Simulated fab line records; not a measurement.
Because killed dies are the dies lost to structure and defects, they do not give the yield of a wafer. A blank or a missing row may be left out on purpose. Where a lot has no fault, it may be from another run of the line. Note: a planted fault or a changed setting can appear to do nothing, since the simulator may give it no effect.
The tool behind it: which one?	flow sfq-line	14 lots (42 wafers sampled), 1 step of a 325-step route

WHAT THE GAUGES READ, wafer by wafer
The record lacks any reading of a measuring or inspecting step that a usual standard deviation could be used to judge.

WHAT TOOL EACH LOT RAN ON (gives the tool, then ch and the chambers of the sampled wafers, and finally the start)
lot	SFQ_TRILAYER_I1_VIA_ETCH_VIA_ETCH_052
L442	rie-diel-01 ch 0,1,2, day 30 23:37
L443	rie-diel-03 ch 0,1, day 31 08:01
L444	rie-diel-01 ch 0,2,3, day 32 03:20
L445	rie-diel-01 ch 0,1, day 32 14:37
L449	rie-diel-02 ch 0,1,3, day 34 23:02
L451	rie-diel-02 ch 0,3, day 35 13:26
L456	rie-diel-03 ch 0,1, day 36 22:09
L458	rie-diel-02 ch 0,1,3, day 37 23:28
L459	rie-diel-02 ch 0,1, day 38 10:16
L461	rie-diel-02 ch 0,2,3, day 39 07:20
L462	rie-diel-01 ch 1,2, day 39 15:20
L463	rie-diel-02 ch 1,2, day 40 00:56
L464	rie-diel-02 ch 1,2,3, day 40 08:08
L465	rie-diel-03 ch 0,2,3, day 40 13:04
- SFQ_TRILAYER_I1_VIA_ETCH_VIA_ETCH_052: etches SiO2 in CHF3, stops on Nb, target depth 260 nm.

AS READ BY THE TOOLS THEMSELVES (means over the sampled wafers that have a number; for cases with no such wafer, the mark the record gives instead)
SFQ_TRILAYER_I1_VIA_ETCH_VIA_ETCH_052.
lot	tool	drypump-motor-current-A (A)	oes-product-au (a.u.)	rf-fwd-power-W (W)
L442	rie-diel-01	5.9	0.856	497.3
L443	rie-diel-03	6.1	0.853	497.7
L444	rie-diel-01	5.6	0.853	499.3
L445	rie-diel-01	5.6	0.849	495.5
L449	rie-diel-02	6.1	0.859	420.0
L451	rie-diel-02	6.3	0.853	418.1
L456	rie-diel-03	5.8	0.855	497.7
L458	rie-diel-02	6.1	0.857	497.7
L459	rie-diel-02	6.0	0.855	498.0
L461	rie-diel-02	6.3	0.859	498.1
L462	rie-diel-01	6.1	0.861	498.2
L463	rie-diel-02	6.1	0.855	497.9
L464	rie-diel-02	6.1	0.855	497.7
L465	rie-diel-03	6.4	0.855	498.5

THE ANSWER, worked out from the rows above alone
Rule: what is usual is taken from the lots themselves. The widest of any qualifying gaps counts: lots, ordered by their means at a reading, are off when they make up no more than a third of the lots, leave a main group of 4 or more, and stand apart from it by 3 or more times the standard deviation of that group's means. The tables above print the reading to a certain number of digits; a main group whose means all agree to those digits is not used. A lot without any number at a reading at which 4 lots or more have one is off too. All remaining lots with rows at the step are treated as sound. Order of review: gauges by route order, followed by the tools' own readings, for which a lot's mean as printed above is used. At the first step where some lot is off, the reading lying furthest off is the one used; lots without a number count as furthest.
Off: L449, L451 (SFQ_TRILAYER_I1_VIA_ETCH_VIA_ETCH_052, rf-fwd-power-W). Mean 497.8 W and standard deviation 0.85 in the main group.
If a tool, at that step or one of the process steps before it, ran each lot that is off and ran no sound lot following the first of them, it fits. None of those tried fits.

WHAT THE SIMULATOR HAD PUT IN
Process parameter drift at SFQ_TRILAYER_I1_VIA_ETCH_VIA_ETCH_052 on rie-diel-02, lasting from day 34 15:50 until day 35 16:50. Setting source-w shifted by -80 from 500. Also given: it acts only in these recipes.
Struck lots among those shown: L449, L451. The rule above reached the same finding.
